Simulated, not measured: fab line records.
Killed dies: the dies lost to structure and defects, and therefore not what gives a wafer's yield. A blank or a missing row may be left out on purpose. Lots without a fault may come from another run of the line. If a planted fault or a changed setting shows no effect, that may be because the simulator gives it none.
A struck lot beside a sound one | flow sky130 | 13 out of 708 route steps
Sound: wafers L288.3, L288.4, L288.5. Wafers L289.1, L289.3, L289.5 were the ones struck. The cause comes at the end.
Per side, at each step with rows, come the tool, then ch with its chambers, and then its first start. Under that, the readings that differ: sound wafers | struck wafers | difference of the means | sigmas: that difference in standard deviations of wafers without a fault.
alike: a reading whose means differ by less than 2 such deviations, as well as words and numbers matching on both sides. not compared: withheld readings; readings where some wafer has no value; bounds like >300 that might hide an equal value; numbers whose values overlap and for which the record gives no deviation.
Wherever a step has rows on one side only, a row that says differs or no value, or a row with sigmas, the two part there. Non-overlapping numbers with no deviation appear without sigmas and do not part them. A reading missing from all wafers of one side parts the sides only when that side holds two or more wafers.

first, 5 steps without rows for these wafers: SKY_FIELD_ISO_WET_ETCH_18 (etches Si3N4 in H3PO4, target depth 25 nm, time 286 s); SKY_FIELD_ISO_CLEAN_19 (cleans in SC1/SC2, time 150 s); SKY_FIELD_ISO_CLEAN_20 (cleans in dHF, time 20 s); SKY_FIELD_ISO_WET_ETCH_21 (etches SiO2 in dHF, target depth 20 nm, time 400 s); SKY_FIELD_ISO_OXIDATION_22 (stabilise 600 s, purge 300 s, target thk 10 nm).
SKY_FIELD_ISO_THK_MEAS_23:
  sound on film_metro-01 at day 2 17:50; struck on film_metro-01 at day 2 21:53
  alike: FIELD_ISO_OXIDATION_01_THK
then, 1 step without rows for these wafers: SKY_FIELD_ISO_CVD_24 (deposits SiO2, target thk 595 nm, time 99.2 s).
SKY_FIELD_ISO_THK_MEAS_25:
  sound on film_metro-03 at day 2 17:59; struck on film_metro-01 at day 2 22:01
  alike: FIELD_ISO_CVD_24_THK
then, 1 step without rows for these wafers: SKY_FIELD_ISO_ANNEAL_26 (time 1800 s).
SKY_FIELD_ISO_CMP_27: polishes, stops on Si3N4, t overpolish 16 s, target thk 457.8 nm.
  sound on cmp-01 ch 0,1,2, day 2 20:46; struck on cmp-02 ch 2,3, day 3 01:12
  alike: motor_current_A, overpolish_run_s, time_to_endpoint_s
then, 2 steps without rows for these wafers: SKY_FIELD_ISO_WET_ETCH_28 (etches SiO2 in dHF, target depth 23.7 nm, time 47 s); SKY_FIELD_ISO_WET_ETCH_29 (etches Si3N4 in H3PO4, target depth 160 nm, time 1825 s).
SKY_FIELD_ISO_WET_ETCH_30: etches SiO2 in dHF, target depth 25 nm, time 50 s.
  sound on wet_bench-03 ch 1, day 2 21:36; struck on wet_bench-02 ch 2, day 3 02:02
  no value came back on the struck wafers for bath_heat_duty_pct (%), run_length_s (s), time_s (s); on the sound wafers bath_heat_duty_pct (%) reads 6.7 6.5 6.1
  reading                                          | sound             | struck            | difference | sigmas
  model.SiO2_of_FIELD_ISO_CVD_24.thk_nm (nm)       | 405.8 406.1 405.7 | 431.9 432.6 432.2 | +26.4      |
  model.SiO2_of_FIELD_ISO_OXIDATION_01.thk_nm (nm) | 0 0 0             | 11.17 11.17 11.23 | +11.19     |

## WHERE THEY PART
At SKY_FIELD_ISO_WET_ETCH_30 and nowhere else, as far as this record goes.

WHY: the cause the simulator had injected
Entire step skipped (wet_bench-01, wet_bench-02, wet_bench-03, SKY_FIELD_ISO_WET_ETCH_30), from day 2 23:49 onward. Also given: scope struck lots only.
